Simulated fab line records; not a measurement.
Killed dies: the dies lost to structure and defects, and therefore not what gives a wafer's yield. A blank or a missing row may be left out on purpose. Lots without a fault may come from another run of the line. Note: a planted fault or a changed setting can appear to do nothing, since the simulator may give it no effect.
fab line records	flow sky130
record: lots: 5	wafers: 15	lastDay: 49
route steps=708 shown POLY_CUT@307 SD_P@320 RES_XHIGH@332 SD_N@342 PAD_OPEN@708
lots with no fault: from the same line, run without faults
startH: hours from the record's opening day to when the first of the lot's shown wafers began	waitH: hours since the lot's step before	" as in the row above	L1.1+2: several wafers, shown together as one row	- no value present, or no start provided	* or withheld: withheld	< > ~ a bound
route shown NAME@n: NAME is a module with steps in the file, n the number in the route of the first one	usual: the fault-free wafers' mean and standard deviation	same: alike in all rows	chamber/n: place in a boat	sites: each site's reading	_std_site: the standard deviation of these	_edge_site: the outer-site mean with the inner-site mean subtracted	radiusMm: how far each site lies from the wafer's centre	mask NAME#n: copy n	behind: tool/chamber where the wafer was last shaped	hold: the reason the lot was held/the length of the hold in hours/how it ended	device: the transistor (n, p or np) that didn't switch	end of line: at the end of the route, the tests of the same wafers	a step without rows: its recipe alone	killed: dies that structure and defects cost at the first sort, which is not the same as the wafer's yield	map: the dies of a wafer, with x for killed, . for not killed, _ for no die there
set.NAME: the run value of the setting; set.NAME@STEP: its run value at that earlier step	model.NAME: the simulator's own value behind a step, which no gauge read
lots seen at some steps along the route; tables by step, rows by wafer
services: a tool's chamber out of use, with start hour (startH, from the record's first day; less than 0 if before it), hours out, and reason
== steps ==
step: SKY_POLY_CUT_DEHYDRATE_00
recipe: tempC: 200	timeS: 60
step: SKY_POLY_CUT_HMDS_01
recipe: primeTimeS: 60	primeTempC: 120
step: SKY_POLY_CUT_COAT_02
recipe: resist: BARC	tempC: withheld	timeS: withheld	spinRpm: 3000	resistThkNm: 60
step: SKY_POLY_CUT_COAT_03
recipe: resist: KrF-thick	spinRpm: 3000	resistThkNm: 450
step: SKY_POLY_CUT_SOFTBAKE_04
recipe: tempC: 100	timeS: 90	resist: KrF-thick
step: SKY_POLY_CUT_EXPOSE_05
recipe: maskId: NPCM	na: 0.8	sourceShape: annular	sigmaInner: 0.55	sigmaOuter: 0.85	targetCdNm: 270	doseMj: 32
step: SKY_POLY_CUT_PEB_06
recipe: pebTempC: withheld	pebTimeS: withheld	resist: KrF-thick
step: SKY_POLY_CUT_DEVELOP_07
recipe: developTimeS: 60	resist: KrF-thick	devTempC: 21
step: SKY_POLY_CUT_CD_MEAS_08
recipe: targetCdNm: 270
usual: cdNm: 270.3/1.4
lot.wafer	tool	chamber	startH	waitH	cdNm
L708.2	cdSem-01	-	603.22	-	269.4
L708.3	"	-	"	"	269.2
L708.4	"	-	"	"	270.6
L707.1	cdSem-01	-	603.53	-	269.6
L707.4	"	-	"	"	271.3
L707.6	"	-	"	"	270.7
L712.1	cdSem-01	-	626.53	-	268.3
L712.3	"	-	"	"	268.9
L712.6	"	-	"	"	269.9
L718.2	cdSem-01	-	665.64	-	270.9
L718.3	"	-	"	"	269.5
L718.4	"	-	"	"	271.6
L724.2	cdSem-01	-	719.82	-	270.9
L724.3	"	-	"	"	270.0
L724.6	"	-	"	"	270.8
step: SKY_POLY_CUT_OVL_MEAS_09
usual: POLY_CUT_OVL: 0/5.4
lot.wafer	tool	chamber	startH	waitH	POLY_CUT_OVL[nm]
L708.2	overlay-02	-	603.32	0.1	-9
L708.3	"	-	"	"	-7
L708.4	"	-	"	"	-1
L707.1	overlay-02	-	603.65	0.1	-1
L707.4	"	-	"	"	7
L707.6	"	-	"	"	-4
L712.1	overlay-01	-	626.65	0.1	10
L712.3	"	-	"	"	6
L712.6	"	-	"	"	2
L718.2	overlay-01	-	665.75	0.1	-2
L718.3	"	-	"	"	4
L718.4	"	-	"	"	0
L724.2	overlay-02	-	719.92	0.1	5
L724.3	"	-	"	"	-2
L724.6	"	-	"	"	-1
step: SKY_POLY_CUT_ETCH_10
recipe: chemistry: N2/H2	target: BARC	ionEnergyEv: 200	sourceW: 500	biasW: 100	pressureMtorr: 30	n2FlowSccm: 100	h2FlowSccm: 200	stopOn: SiO2	timeS: 45.9	targetDepthA: 600
usual: biasW: 99.99/0.3	drypumpMotorCurrentA: 5.6/0.5	oesProductAu: 0.855/0.0044	throttleValvePct: 13.225/0.0087
lot.wafer	tool	chamber	startH	waitH	biasW	drypumpMotorCurrentA	oesProductAu	rfHoursCounterH	throttleValvePct
L708.2	rieDiel-04	3	603.35	0.0	99.90	5.4	0.858	21	13.227
L708.3	"	0	"	"	100.03	6.0	0.855	0	13.222
L708.4	"	1	"	"	100.15	5.5	0.858	6	13.225
L707.1	rieDiel-03	0	603.68	0.0	99.76	5.7	0.858	21	13.218
L707.4	"	1	"	"	99.92	4.9	0.851	4	13.226
L707.6	"	0	"	"	100.12	5.7	0.855	-	13.217
L712.1	rieDiel-01	0	626.68	0.0	99.98	5.8	0.860	13	13.218
L712.3	"	3	"	"	100.17	5.4	0.854	25	13.227
L712.6	"	1	"	"	100.19	5.0	0.860	-	13.234
L718.2	rieDiel-03	1	665.78	0.0	99.75	4.9	0.852	6	13.226
L718.3	"	3	"	"	99.61	6.2	0.855	3	13.222
L718.4	"	2	"	"	100.24	5.3	0.858	62	13.232
L724.2	rieDiel-03	2	719.95	0.0	99.95	5.3	0.848	0	13.212
L724.3	"	1	"	"	100.50	4.9	0.856	8	13.228
L724.6	"	1	"	"	99.55	4.9	0.851	-	13.240
step: SKY_POLY_CUT_ETCH_11
recipe: target: Si3N4	chemistry: CF4/CH2F2/Ar	stopOn: poly-Si	sourceW: 600	biasW: 150	pressureMtorr: 40	cf4FlowSccm: 40	ch2f2FlowSccm: 20	Ar_flow_sccm: 150	timeS: 42.5	targetDepthA: 600
usual: biasW: 149.9/0.47	drypumpMotorCurrentA: 5.6/0.5	oesProductAu: 0.830/0.0066	throttleValvePct: 14.994/0.008
lot.wafer	tool	chamber	startH	waitH	biasW	drypumpMotorCurrentA	oesProductAu	rfHoursCounterH	throttleValvePct
L708.2	rieDiel-04	3	603.40	0.0	150.1	5.4	0.825	21	14.998
L708.3	"	0	"	"	149.8	6.0	0.833	0	14.978
L708.4	"	1	"	"	149.5	5.5	0.832	6	15.006
L707.1	rieDiel-03	0	603.73	0.0	149.7	5.7	0.832	21	14.986
L707.4	"	1	"	"	149.8	4.9	0.835	4	15.008
L707.6	"	0	"	"	150.1	5.7	0.841	-	14.982
L712.1	rieDiel-01	0	626.73	0.0	149.9	5.9	0.833	13	15.002
L712.3	"	3	"	"	150.5	5.4	0.821	25	14.991
L712.6	"	1	"	"	149.9	5.0	0.831	-	14.988
L718.2	rieDiel-03	1	665.82	0.0	150.4	4.9	0.828	6	14.989
L718.3	"	3	"	"	151.0	6.2	0.825	4	15.009
L718.4	"	2	"	"	150.6	5.3	0.835	62	14.989
L724.2	rieDiel-03	2	720.00	0.0	149.4	5.3	0.841	0	15.001
L724.3	"	1	"	"	148.9	5.0	0.825	8	14.999
L724.6	"	1	"	"	148.6	5.0	0.827	-	14.991
step: SKY_POLY_CUT_STRIP_12
recipe: chemistry: O2/N2	powerW: 1400	pressureMtorr: 1500	platenTempC: withheld	o2FlowSccm: 3000	n2FlowSccm: 300	overashFraction: 0.5
usual: drypumpMotorCurrentA: 5.7/0.57	oesProductAu: 0.452/0.0046	stripTimeToEndpointS: 5.355/0.018
lot.wafer	tool	chamber	startH	waitH	drypumpMotorCurrentA	oesProductAu	rfHoursCounterH	stripTimeToEndpointS
L708.2	plasmaAsher-01	0	603.44	0.0	6.0	0.457	75	5.363
L708.3	"	1	"	"	5.3	0.455	-	5.366
L708.4	"	0	"	"	6.0	0.447	-	5.368
L707.1	plasmaAsher-04	0	603.77	0.0	6.1	0.451	47	5.374
L707.4	"	0	"	"	6.1	0.451	-	5.380
L707.6	"	0	"	"	6.0	0.454	-	5.348
L712.1	plasmaAsher-01	0	626.77	0.0	6.0	0.456	77	5.348
L712.3	"	1	"	"	5.3	0.450	-	5.327
L712.6	"	1	"	"	5.3	0.460	-	5.374
L718.2	plasmaAsher-04	1	665.86	0.0	6.5	0.457	53	5.365
L718.3	"	0	"	"	6.0	0.449	-	5.391
L718.4	"	1	"	"	6.5	0.454	-	5.384
L724.2	plasmaAsher-01	0	720.04	0.0	6.0	0.454	86	5.354
L724.3	"	1	"	"	5.3	0.450	-	5.335
L724.6	"	0	"	"	6.0	0.449	-	5.346
step: SKY_SD_P_DEHYDRATE_00
recipe: tempC: 200	timeS: 60
step: SKY_SD_P_HMDS_01
recipe: primeTimeS: 60	primeTempC: 120
step: SKY_SD_P_COAT_02
recipe: resist: NOVOLAK	spinRpm: 3000	resistThkNm: 1140
step: SKY_SD_P_SOFTBAKE_03
recipe: tempC: 90	timeS: 60	resist: NOVOLAK
step: SKY_SD_P_EXPOSE_04
recipe: maskId: PSDM	na: 0.6	sourceShape: conventional	sigmaOuter: 0.6	polarization: unpolarized	targetCdNm: 380	doseMj: 138
step: SKY_SD_P_PEB_05
recipe: tempC: withheld	timeS: *	resist: NOVOLAK
step: SKY_SD_P_DEVELOP_06
recipe: resist: NOVOLAK	developer: TMAH	developTimeS: 60	devTempC: 23
step: SKY_SD_P_CD_MEAS_07
recipe: targetCdNm: 380
usual: cdNm: 379.5/2.7
lot.wafer	tool	chamber	startH	waitH	cdNm
L708.2	cdSem-02	-	631.99	0.1	377.5
L708.3	"	-	"	"	381.8
L708.4	"	-	"	"	379.1
L707.1	cdSem-02	-	632.27	0.1	379.7
L707.4	"	-	"	"	379.6
L707.6	"	-	"	"	379.8
L712.1	cdSem-02	-	654.75	0.1	378.3
L712.3	"	-	"	"	377.5
L712.6	"	-	"	"	377.2
L718.2	cdSem-01	-	693.57	0.1	379.5
L718.3	"	-	"	"	379.1
L718.4	"	-	"	"	378.3
L724.2	cdSem-02	-	746.97	0.1	377.7
L724.3	"	-	"	"	378.6
L724.6	"	-	"	"	375.9
step: SKY_SD_P_OVL_MEAS_08
usual: SD_P_OVL: 0.9/1.3
lot.wafer	tool	chamber	startH	waitH	SD_P_OVL[nm]
L708.2	overlay-02	-	632.10	0.1	-0.2
L708.3	"	-	"	"	1.0
L708.4	"	-	"	"	0.8
L707.1	overlay-02	-	632.39	0.1	0.8
L707.4	"	-	"	"	0.2
L707.6	"	-	"	"	2.0
L712.1	overlay-01	-	654.87	0.1	2.8
L712.3	"	-	"	"	2.2
L712.6	"	-	"	"	2.7
L718.2	overlay-01	-	693.67	0.1	0.2
L718.3	"	-	"	"	1.5
L718.4	"	-	"	"	0.7
L724.2	overlay-02	-	747.07	0.1	3.0
L724.3	"	-	"	"	2.2
L724.6	"	-	"	"	3.6
step: SKY_SD_P_IMPLANT_09
recipe: species: BF2	energyKev: 20	doseCm2: 3e+15	tiltDeg: 0
step: SKY_SD_P_STRIP_10
recipe: chemistry: O2/N2	powerW: 1400	pressureMtorr: 1500	platenTempC: withheld	o2FlowSccm: 3000	n2FlowSccm: 300	overashFraction: 0.5
usual: drypumpMotorCurrentA: 5.7/0.56	oesProductAu: 0.617/0.005	stripTimeToEndpointS: 17.50/0.045
lot.wafer	tool	chamber	startH	waitH	drypumpMotorCurrentA	oesProductAu	rfHoursCounterH	stripTimeToEndpointS
L708.2	plasmaAsher-04	0	632.28	0.1	6.0	0.612	50	17.43
L708.3	"	0	"	"	6.0	0.618	-	17.43
L708.4	"	1	"	"	6.5	0.620	-	17.48
L707.1	plasmaAsher-03	1	632.58	0.1	5.9	0.611	18	17.48
L707.4	"	0	"	"	4.7	0.614	-	17.52
L707.6	"	1	"	"	5.9	0.607	-	17.49
L712.1	plasmaAsher-04	1	655.05	0.1	6.5	0.622	52	17.52
L712.3	"	0	"	"	6.0	0.613	-	17.51
L712.6	"	1	"	"	6.5	0.622	-	17.49
L718.2	plasmaAsher-02	0	693.85	0.1	5.6	0.613	109	17.48
L718.3	"	0	"	"	5.6	0.613	-	17.48
L718.4	"	1	"	"	5.2	0.617	-	17.46
L724.2	plasmaAsher-02	0	747.25	0.1	5.6	0.607	0	17.58
L724.3	"	1	"	"	5.3	0.617	-	17.60
L724.6	"	1	"	"	5.3	0.618	-	17.59
step: SKY_SD_P_TW_MEAS_11
usual: SD_P_TW: 2781/30
lot.wafer	tool	chamber	startH	waitH	SD_P_TW
L708.2	filmMetro-01	-	632.39	0.1	2743
L708.3	"	-	"	"	2753
L708.4	"	-	"	"	2753
L707.1	filmMetro-03	-	632.68	0.1	2801
L707.4	"	-	"	"	2807
L707.6	"	-	"	"	2801
L712.1	filmMetro-03	-	655.15	0.1	2768
L712.3	"	-	"	"	2776
L712.6	"	-	"	"	2767
L718.2	filmMetro-02	-	693.96	0.1	2814
L718.3	"	-	"	"	2801
L718.4	"	-	"	"	2797
L724.2	filmMetro-01	-	747.36	0.1	2760
L724.3	"	-	"	"	2741
L724.6	"	-	"	"	2736
step: SKY_RES_XHIGH_DEHYDRATE_00
recipe: tempC: 200	timeS: 60
step: SKY_RES_XHIGH_HMDS_01
recipe: primeTimeS: 60	primeTempC: 120
step: SKY_RES_XHIGH_COAT_02
recipe: resist: NOVOLAK	spinRpm: 3000	resistThkNm: 1140
step: SKY_RES_XHIGH_SOFTBAKE_03
recipe: tempC: 90	timeS: 60	resist: NOVOLAK
step: SKY_RES_XHIGH_EXPOSE_04
recipe: maskId: URPM	na: 0.6	sourceShape: conventional	sigmaOuter: 0.6	polarization: unpolarized	targetCdNm: 1270	doseMj: 140
step: SKY_RES_XHIGH_PEB_05
recipe: tempC: withheld	timeS: *	resist: NOVOLAK
step: SKY_RES_XHIGH_DEVELOP_06
recipe: resist: NOVOLAK	developer: TMAH	developTimeS: 60	devTempC: 23
step: SKY_RES_XHIGH_IMPLANT_07
recipe: species: BF2	energyKev: 20	doseCm2: 3.6e+14	tiltDeg: 0
step: SKY_RES_XHIGH_STRIP_08
recipe: chemistry: O2/N2	powerW: 1400	pressureMtorr: 1500	platenTempC: withheld	o2FlowSccm: 3000	n2FlowSccm: 300	overashFraction: 0.5
usual: drypumpMotorCurrentA: 5.8/0.43	oesProductAu: 0.711/0.0047	stripTimeToEndpointS: 14.27/0.037
lot.wafer	tool	chamber	startH	waitH	drypumpMotorCurrentA	oesProductAu	rfHoursCounterH	stripTimeToEndpointS
L708.2	plasmaAsher-02	0	660.80	0.1	5.6	0.714	107	14.25
L708.3	"	0	"	"	5.7	0.712	-	14.20
L708.4	"	1	"	"	5.3	0.705	-	14.19
L707.1	plasmaAsher-04	1	661.20	0.1	6.5	0.710	53	14.20
L707.4	"	0	"	"	6.0	0.708	-	14.20
L707.6	"	0	"	"	6.0	0.711	-	14.25
L712.1	plasmaAsher-04	0	682.88	0.1	6.0	0.716	55	14.31
L712.3	"	1	"	"	6.5	0.708	-	14.32
L712.6	"	1	"	"	6.5	0.707	-	14.31
L718.2	plasmaAsher-04	0	721.70	0.1	6.0	0.715	58	14.28
L718.3	"	1	"	"	6.5	0.714	-	14.29
L718.4	"	0	"	"	6.1	0.703	-	14.30
L724.2	plasmaAsher-01	1	773.23	0.1	5.3	0.708	92	14.28
L724.3	"	0	"	"	6.0	0.710	-	14.30
L724.6	"	0	"	"	6.0	0.708	-	14.27
step: SKY_RES_XHIGH_TW_MEAS_09
usual: RES_XHIGH_TW: 1613/15
lot.wafer	tool	chamber	startH	waitH	RES_XHIGH_TW
L708.2	filmMetro-01	-	660.91	0.1	1599
L708.3	"	-	"	"	1593
L708.4	"	-	"	"	1603
L707.1	filmMetro-03	-	661.30	0.1	1606
L707.4	"	-	"	"	1608
L707.6	"	-	"	"	1608
L712.1	filmMetro-02	-	682.98	0.1	1622
L712.3	"	-	"	"	1631
L712.6	"	-	"	"	1625
L718.2	filmMetro-01	-	721.81	0.1	1596
L718.3	"	-	"	"	1598
L718.4	"	-	"	"	1597
L724.2	filmMetro-01	-	773.34	0.1	1600
L724.3	"	-	"	"	1597
L724.6	"	-	"	"	1606
step: SKY_SD_N_DEHYDRATE_00
recipe: tempC: 200	timeS: 60
step: SKY_SD_N_HMDS_01
recipe: primeTimeS: 60	primeTempC: 120
step: SKY_SD_N_COAT_02
recipe: resist: NOVOLAK	spinRpm: 3000	resistThkNm: 1140
step: SKY_SD_N_SOFTBAKE_03
recipe: tempC: 90	timeS: 60	resist: NOVOLAK
step: SKY_SD_N_EXPOSE_04
recipe: maskId: NSDM	na: 0.6	sourceShape: conventional	sigmaOuter: 0.6	polarization: unpolarized	targetCdNm: 380	doseMj: 141
step: SKY_SD_N_PEB_05
recipe: tempC: withheld	timeS: *	resist: NOVOLAK
step: SKY_SD_N_DEVELOP_06
recipe: resist: NOVOLAK	developer: TMAH	developTimeS: 60	devTempC: 23
step: SKY_PAD_OPEN_PROBE_99
usual: killed_at_M0_to_M3: 43/6.5	killed_at_M4_up: 3.3/2	killedAtContacts: 24/5.2	killedAtFrontEnd: 16/4.2	killedAtOther: 0.3/0.6	killedDies: 87/9.3	killedOnRim: 18/4.2	killedOpen: 47/7.8	killedShort: 39/6.2
same: grossDies: 492	killedAtBackSide: 0
lot.wafer	tool	chamber	startH	waitH	killed_at_M0_to_M3	killed_at_M4_up	killedAtContacts	killedAtFrontEnd	killedAtOther	killedDies	killedOnRim	killedOpen	killedShort
L708.2	prober-02	-	1105.63	0.1	41	1	29	14	0	85	21	52	33
L708.3	prober-02	-	1105.68	0.2	53	3	26	15	0	97	15	56	40
L708.4	prober-02	-	1105.73	0.2	40	6	19	12	0	77	12	49	28
L712.1	prober-01	-	1121.34	0.1	42	6	25	17	1	91	16	47	44
L712.3	prober-01	-	1121.44	0.2	47	2	26	10	1	86	23	46	40
L712.6	prober-01	-	1121.59	0.2	38	0	35	20	0	93	24	57	36
L718.2	prober-01	-	1148.26	0.1	47	6	9	7	0	69	20	32	37
L718.3	prober-01	-	1148.31	0.2	34	4	20	33	1	92	23	40	28
L718.4	prober-01	-	1148.36	0.2	41	0	20	19	2	82	18	45	37
L724.2	prober-01	-	1181.60	0.1	42	4	21	19	0	86	9	53	33
L724.3	prober-01	-	1181.65	0.2	40	5	29	14	0	88	11	38	49
L724.6	prober-01	-	1181.80	0.2	43	4	25	17	0	89	14	45	43
killed by level:class
L708.2 CONTACT:geometricParticle:open=12 VIA3:geometricParticle:open=11 LI_CONTACT:geometricParticle:open=7 VIA1:geometricParticle:open=7 VIA2:geometricParticle:short=6 CONTACT:geometricParticle:short=5 VIA2:geometricParticle:open=4 FIELD_ISO:geometricParticle:open=3
L708.3 CONTACT:geometricParticle:open=12 VIA1:geometricParticle:open=12 VIA2:geometricParticle:open=10 METAL2:geometricParticle:short=7 METAL1:geometricParticle:short=6 FIELD_ISO:geometricParticle:open=4 LI_CONTACT:geometricParticle:open=4 CONTACT:geometricParticle:short=4
L708.4 VIA1:geometricParticle:open=8 VIA3:geometricParticle:open=8 CONTACT:geometricParticle:open=7 LI_CONTACT:geometricParticle:open=6 VIA2:geometricParticle:open=5 FIELD_ISO:geometricParticle:open=4 METAL1:geometricParticle:short=4 POLY_GATE:geometricParticle:short=3
L712.1 LI_CONTACT:geometricParticle:open=8 CONTACT:geometricParticle:open=7 VIA1:geometricParticle:open=6 METAL2:geometricParticle:short=6 CONTACT:geometricParticle:short=5 VIA3:geometricParticle:open=5 VIA2:geometricParticle:short=5 VIA2:geometricParticle:open=5
L712.3 VIA1:geometricParticle:open=13 VIA2:geometricParticle:open=7 CONTACT:geometricParticle:short=6 LI_CONTACT:geometricParticle:open=6 VIA3:geometricParticle:open=6 LOCAL_INTERCONNECT:geometricParticle:short=5 CONTACT:geometricParticle:open=5 METAL1:geometricParticle:short=5
L712.6 CONTACT:geometricParticle:open=17 VIA2:geometricParticle:open=12 METAL1:geometricParticle:short=9 LI_CONTACT:geometricParticle:open=8 FIELD_ISO:geometricParticle:open=6 FIELD_ISO:geometricParticle:short=5 SPACER:geometricParticle:short=5 CONTACT:geometricParticle:short=5
L718.2 VIA1:geometricParticle:open=10 METAL1:geometricParticle:short=7 VIA2:geometricParticle:short=6 VIA2:geometricParticle:open=6 VIA1:geometricParticle:short=5 VIA3:geometricParticle:short=5 LI_CONTACT:geometricParticle:open=4 METAL4:geometricParticle:short=4
L718.3 POLY_CUT:unspecified=23 CONTACT:geometricParticle:open=9 VIA1:geometricParticle:open=9 METAL1:geometricParticle:short=6 LI_CONTACT:geometricParticle:open=5 METAL2:geometricParticle:short=5 VIA2:geometricParticle:open=4 FIELD_ISO:geometricParticle:open=3
L718.4 VIA1:geometricParticle:open=11 POLY_GATE:geometricParticle:open=7 CONTACT:geometricParticle:open=7 POLY_GATE:geometricParticle:short=6 LI_CONTACT:geometricParticle:open=5 METAL3:geometricParticle:short=4 LI_CONTACT:geometricParticle:short=4 METAL1:geometricParticle:short=4
L724.2 VIA1:geometricParticle:open=14 VIA2:geometricParticle:open=8 METAL1:geometricParticle:short=6 LI_CONTACT:geometricParticle:open=6 CONTACT:geometricParticle:open=6 POLY_GATE:geometricParticle:short=5 CONTACT:geometricParticle:short=5 VIA3:geometricParticle:open=5
L724.3 VIA1:geometricParticle:open=12 LOCAL_INTERCONNECT:geometricParticle:short=10 CONTACT:geometricParticle:open=8 METAL1:geometricParticle:short=7 METAL2:geometricParticle:short=7 FIELD_ISO:geometricParticle:short=6 LI_CONTACT:geometricParticle:open=5 METAL4:geometricParticle:short=5
L724.6 FIELD_ISO:geometricParticle:open=7 LI_CONTACT:geometricParticle:open=7 FIELD_ISO:geometricParticle:short=6 CONTACT:geometricParticle:open=6 VIA3:geometricParticle:open=6 VIA1:geometricParticle:open=6 METAL1:geometricParticle:short=5 VIA1:geometricParticle:short=5
map L718.3 (x killed, . not)
__________.........x_________
________.x.....xxx...._______
______...x...x.........._____
_____........x..xx.....x.____
____...x.......x...x.....x___
___......x.x.......x.......__
__..........x....x.x........_
_.x......x...x...x.....x.xx..
_x............xx..x......xx..
_x...x.......................
_..x............x.......x..x.
_.x...........x......x.......
_...x.......xx.x....x........
_.x...........x..............
_...x...x.x..x..x.x........x.
__.....x.....x..x.x.....x..._
___...........xx......x..xx__
____......x..x......xxxxxx___
_____..x...........x.xxxx____
______.........x....xxxx_____
________.x.........xxx_______
__________..x......x_________
map L707.4 (x killed, . not)
__________...xx...x._________
________..xx.x.....x.._______
______x...xx..x..x..x..._____
_____...xx...x......x....____
____.x.........x..........___
___..x.....xxx.x.....xx....__
__.....x....x..............._
_...................x.x......
_.......x......x..........x.x
_...x...x...x..x.........xxx.
_................x.....x....x
_..x.xx.x.........x......x...
_x....xx.x.x.x....xx.x...x..x
_.x.....xx..........x....x.xx
_x..x..x.......x.xx...x.x..x.
__x....x....x....x......x..._
___x..........x.x...x......__
____..xx............xx.x..___
_____...x......x......x.x____
______..x.x..x.........._____
________.....x..xx...._______
__________..xx...x.._________
== services ==
tool	chamber	startH	hours	kind
plasmaAsher-01	-	593.20	0.7	repair
rieDiel-01	0	641.97	3.3	repair
plasmaAsher-01	-	652.23	0.6	repair
rieDiel-04	2	661.95	-	clean
rieDiel-04	2	661.95	16.5	scheduledDown
rieDiel-04	2	661.95	16.5	ventCycle
rieDiel-04	3	663.76	2.5	repair
rieDiel-03	2	672.72	-	clean
rieDiel-03	2	672.72	34.7	scheduledDown
rieDiel-03	2	672.72	34.7	ventCycle
plasmaAsher-02	-	676.57	8.3	repair
plasmaAsher-02	-	679.12	1.8	repair
plasmaAsher-01	-	679.83	4.3	pm
plasmaAsher-04	-	691.78	16.8	repair
plasmaAsher-02	-	697.77	1.1	repair
rieDiel-03	2	707.48	7.9	repair
plasmaAsher-01	-	721.49	3.9	repair
plasmaAsher-02	-	733.75	9.0	pm
plasmaAsher-02	0	733.75	9.0	ventCycle
plasmaAsher-02	1	733.75	9.0	ventCycle
rieDiel-04	-	737.97	14.6	pm
plasmaAsher-02	0	742.75	-	clean
plasmaAsher-02	1	742.75	-	clean
plasmaAsher-04	-	746.30	7.0	repair
== key ==
firstSign: step: SKY_PAD_OPEN_PROBE_99	reading: killedAtFrontEnd	direction: up	sigmas: 4	usual: 16	struck: 33
effect none on later readings
metAt SKY_POLY_CUT_STRIP_12
struckWafers L718.3
testerLeftOut L718
onsetBetween 603.77 665.86
fault: kind: chamberParticleSource	tool: plasmaAsher-04	chamber: 0	onsetH: 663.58	steps: SKY_POLY_CUT_STRIP_12	ratePerVisitCm2: 1.2776	endH: 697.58
testerLeftOut: of these lots the tester's yield and bins aren't shown, on N5 and GAA mostly nor the transistor test; their killed dies are dies lost to structure and defects alone, not to doping, threshold or leakage, so they don't give the yield
